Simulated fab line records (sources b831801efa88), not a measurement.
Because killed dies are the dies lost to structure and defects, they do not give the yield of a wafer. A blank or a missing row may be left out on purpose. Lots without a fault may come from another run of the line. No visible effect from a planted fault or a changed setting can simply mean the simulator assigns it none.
A single fault, viewed from 2 desks + flow sky130 + each desk holds nothing but its own numbers, with what lay behind them at the end

FROM THE METROLOGY DESK
What the gauges read for every lot (on any tool): the sampled wafers with a number, averaged. If a lot's mean is further than 4 standard deviations from the usual mean, the lot is out of limits and carries the mark OUT (the distance appears in the brackets).
Columns: A = VIA4_W_RS at SKY_VIA4_RS_MEAS_19, usual 0.226 ohm/sq; B = VIA4_W_THK at SKY_VIA4_THK_MEAS_20, usual 507 nm; C = METAL5_ALCU_RS at SKY_METAL5_RS_MEAS_05, usual 0.0271 ohm/sq; D = METAL5_ALCU_THK at SKY_METAL5_THK_MEAS_06, usual 1151 nm; E = PASSIVATION_CVD_00_THK at SKY_PASSIVATION_THK_MEAS_01, usual 89.7 nm; F = PASSIVATION_CVD_02_THK at SKY_PASSIVATION_THK_MEAS_03, usual 541 nm
| lot  | first seen here | A     | B   | C      | D    | E    | F   |
|------|-----------------|-------|-----|--------|------|------|-----|
| L639 | day 43 04:47    | 0.226 | 504 | 0.0273 | 1143 | 90.5 | 543 |
| L643 | day 44 10:20    | 0.224 | 509 | 0.0277 | 1131 | 90.2 | 536 |
| L647 | day 45 22:34    | 0.228 | 498 | 0.0268 | 1168 | 89.2 | 538 |
| L648 | day 46 03:44    | 0.230 | 506 | 0.0269 | 1155 | 90.6 | 545 |
| L653 | day 47 05:45    | 0.219 | 531 | 0.0271 | 1144 | 89.9 | 542 |
Finding of this desk: none of the 5 lots has anything out of limits.

AT THE TOOL OWNER'S DESK: pvd_sputter-04
The tool's own readings at SKY_METAL5_SPUTTER_03 (material Ti, target thk 5 nm, time 3.3 s): means of the sampled wafers that have a number, for each lot that ran on this tool. If a lot's mean is further than 4 standard deviations from the usual mean, the lot is out of limits and carries the mark OUT (the distance appears in the brackets).
Columns: A = throttle_valve_pct at SKY_METAL5_SPUTTER_03, usual 30.2 %
| lot  | first seen here | A    |
|------|-----------------|------|
| L639 | day 43 05:28    | 30.1 |
| L643 | day 44 10:53    | 30.3 |
| L653 | day 47 06:53    | 29.3 |
Finding of this desk: none of the 3 lots has anything out of limits.

PUT TOGETHER
At the metrology desk, nothing out of limits was observed.
The desk of the tool owner found nothing out of limits.

WHAT HAD BEEN PUT IN BY THE SIMULATOR
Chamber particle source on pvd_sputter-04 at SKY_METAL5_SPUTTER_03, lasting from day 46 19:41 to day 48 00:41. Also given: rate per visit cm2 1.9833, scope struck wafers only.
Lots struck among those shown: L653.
